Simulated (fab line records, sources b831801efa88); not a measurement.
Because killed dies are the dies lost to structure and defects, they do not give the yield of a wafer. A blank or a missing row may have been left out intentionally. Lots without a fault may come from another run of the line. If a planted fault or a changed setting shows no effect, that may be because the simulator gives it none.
Which tool was responsible?    flow sfqLine    7 lots, 21 wafers sampled, at 4 steps of a route of 325

WHAT THE GAUGES SHOWED, per wafer
SFQ_M8_RS_MEAS_949: uses a four-point probe to measure.
lot   measured      on            M8_AU_RS (ohm/sq)
L998  day 86 13:04  filmMetro-03  0.1557 0.1557 0.1546
L100  day 86 20:13  filmMetro-03  0.1544 0.1550 0.1550
L108  day 91 01:45  filmMetro-04  0.1505 0.1526 0.1527
L112  day 91 22:09  filmMetro-03  0.1525 0.1527 0.1538
L114  day 92 04:09  filmMetro-04  0.1548 0.1539 0.1535
L116  day 92 14:56  filmMetro-03  0.1565 0.1576 0.1570
L120  day 93 06:19  filmMetro-04  0.1515 0.1518 0.1513

WHAT TOOL EACH LOT RAN ON (gives the tool, then ch and the chambers of the sampled wafers, and finally the start)
lot   SFQ_TRILAYER_I4_CMP_CMP_100    SFQ_TRILAYER_M7_LITHO_COAT_182    SFQ_TRILAYER_M7_BARC_OPEN_METAL_ETCH_229
L998  cmp-02 ch 1,2, day 42 08:06    lithoTrack-01 ch 0, day 78 09:31  rieMetal-04 ch 0,1, day 82 02:40
L100  cmp-01 ch 0,1,2, day 44 14:23  lithoTrack-01 ch 0, day 78 13:01  rieMetal-02 ch 0,1, day 82 07:26
L108  cmp-02 ch 0,2,3, day 45 23:58  lithoTrack-01 ch 0, day 82 18:19  rieMetal-01 ch 0,1, day 86 20:41
L112  cmp-01 ch 0,2,3, day 47 14:53  lithoTrack-03 ch 0, day 83 19:31  rieMetal-02 ch 0,1, day 87 17:05
L114  cmp-02 ch 2,3, day 47 20:35    lithoTrack-03 ch 0, day 84 11:07  rieMetal-02 ch 0,1, day 88 00:17
L116  cmp-01 ch 2,3, day 48 05:53    lithoTrack-02 ch 0, day 84 18:52  rieMetal-01 ch 1, day 88 11:05
L120  cmp-01 ch 0,1,2, day 49 11:59  lithoTrack-03 ch 0, day 85 09:52  rieMetal-04 ch 0,1, day 89 00:25
- SFQ_TRILAYER_I4_CMP_CMP_100: polishes SiO2.
- SFQ_TRILAYER_M7_LITHO_COAT_182: resist thk 62 nm.
- SFQ_TRILAYER_M7_BARC_OPEN_METAL_ETCH_229: etches BARC in O2, target depth 125 nm, time 41.7 s.

THE ANSWER, worked out from the rows above alone
Rule: the usual values come from the lots themselves. Put in order of their means at a reading, lots are off if they are a third of the lots or fewer, leave a main group of 4 or more, and stand apart from it by a gap of 3 or more times the standard deviation of the main group's means; of several such gaps the widest counts. The tables above print the reading to a certain number of digits; a main group whose means all agree to those digits is not used. A lot without any number at a reading at which 4 lots or more have one is off too. The other lots that the step has rows for count as sound.
No lot is off on any of the readings shown, so nothing can be concluded from this.

WHAT THE SIMULATOR HAD PUT IN
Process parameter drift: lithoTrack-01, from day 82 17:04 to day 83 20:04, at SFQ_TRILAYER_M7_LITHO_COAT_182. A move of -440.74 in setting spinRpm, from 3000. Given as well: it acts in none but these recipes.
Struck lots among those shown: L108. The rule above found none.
